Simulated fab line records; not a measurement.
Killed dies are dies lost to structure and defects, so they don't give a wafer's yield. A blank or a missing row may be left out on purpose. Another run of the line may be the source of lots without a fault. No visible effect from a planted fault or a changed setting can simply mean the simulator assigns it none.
Which tool was responsible? || flow gf180mcu || 12 lots with 36 wafers sampled at 2 steps, on a route of 602 steps

== WHAT EACH GAUGE READ, for each wafer ==
GF_V3_CD_MEAS_14: the cd target is 260 nm.
{"lot": "L075", "measured": "day 23 15:44", "on": "cd-sem-01", "cd-nm (nm)": "259.9 260.1 259.9"}
{"lot": "L077", "measured": "day 24 09:25", "on": "cd-sem-01", "cd-nm (nm)": "261.4 261.0 260.1"}
{"lot": "L079", "measured": "day 25 05:36", "on": "cd-sem-01", "cd-nm (nm)": "261.6 260.6 259.8"}
{"lot": "L081", "measured": "day 25 17:46", "on": "cd-sem-01", "cd-nm (nm)": "259.1 260.9 259.6"}
{"lot": "L083", "measured": "day 26 10:21", "on": "cd-sem-01", "cd-nm (nm)": "261.0 259.7 260.5"}
{"lot": "L085", "measured": "day 27 03:02", "on": "cd-sem-01", "cd-nm (nm)": "259.0 259.6 259.8"}
{"lot": "L087", "measured": "day 27 15:05", "on": "cd-sem-02", "cd-nm (nm)": "259.9 260.0 259.0"}
{"lot": "L089", "measured": "day 28 07:01", "on": "cd-sem-01", "cd-nm (nm)": "261.3 260.0 260.7"}
{"lot": "L091", "measured": "day 28 18:12", "on": "cd-sem-02", "cd-nm (nm)": "262.9 262.7 260.8"}
{"lot": "L093", "measured": "day 29 09:16", "on": "cd-sem-02", "cd-nm (nm)": "261.5 260.7 259.5"}
{"lot": "L095", "measured": "day 29 18:20", "on": "cd-sem-02", "cd-nm (nm)": "258.6 258.5 258.6"}
{"lot": "L097", "measured": "day 30 08:09", "on": "cd-sem-01", "cd-nm (nm)": "259.9 261.1 261.5"}

== TOOL THAT RAN EACH LOT (tool first, then ch and the chambers of the sampled wafers, then the start) ==
{"lot": "L075", "GF_M3_STRIP_17": "plasma-asher-03 ch 0,1, day 22 15:13"}
{"lot": "L077", "GF_M3_STRIP_17": "plasma-asher-02 ch 0,1, day 23 08:46"}
{"lot": "L079", "GF_M3_STRIP_17": "plasma-asher-03 ch 0, day 24 06:18"}
{"lot": "L081", "GF_M3_STRIP_17": "plasma-asher-04 ch 0,1, day 24 18:24"}
{"lot": "L083", "GF_M3_STRIP_17": "plasma-asher-02 ch 0,1, day 25 11:31"}
{"lot": "L085", "GF_M3_STRIP_17": "plasma-asher-04 ch 0,1, day 26 06:03"}
{"lot": "L087", "GF_M3_STRIP_17": "plasma-asher-04 ch 0, day 26 18:15"}
{"lot": "L089", "GF_M3_STRIP_17": "plasma-asher-02 ch 0,1, day 27 09:28"}
{"lot": "L091", "GF_M3_STRIP_17": "plasma-asher-03 ch 0,1, day 27 21:25"}
{"lot": "L093", "GF_M3_STRIP_17": "plasma-asher-04 ch 0,1, day 28 11:55"}
{"lot": "L095", "GF_M3_STRIP_17": "plasma-asher-02 ch 0,1, day 28 21:06"}
{"lot": "L097", "GF_M3_STRIP_17": "plasma-asher-04 ch 0,1, day 29 12:10"}
- GF_M3_STRIP_17: strips in O2/N2.

== THE ANSWER, worked out from the rows above alone ==
Rule: the usual values come from the lots themselves. Put in order of their means at a reading, lots are off if they are a third of the lots or fewer, leave a main group of 4 or more, and stand apart from it by a gap of 3 or more times the standard deviation of the main group's means; of several such gaps the widest counts. The tables above print the reading to a certain number of digits; a main group whose means all agree to those digits is not used. A lot without any number at a reading at which 4 lots or more have one is off too. Where the step has rows for the other lots, those lots are counted as sound.
None of the lots is off at any reading shown; this tells nothing.

== WHAT THE SIMULATOR HAD INSERTED ==
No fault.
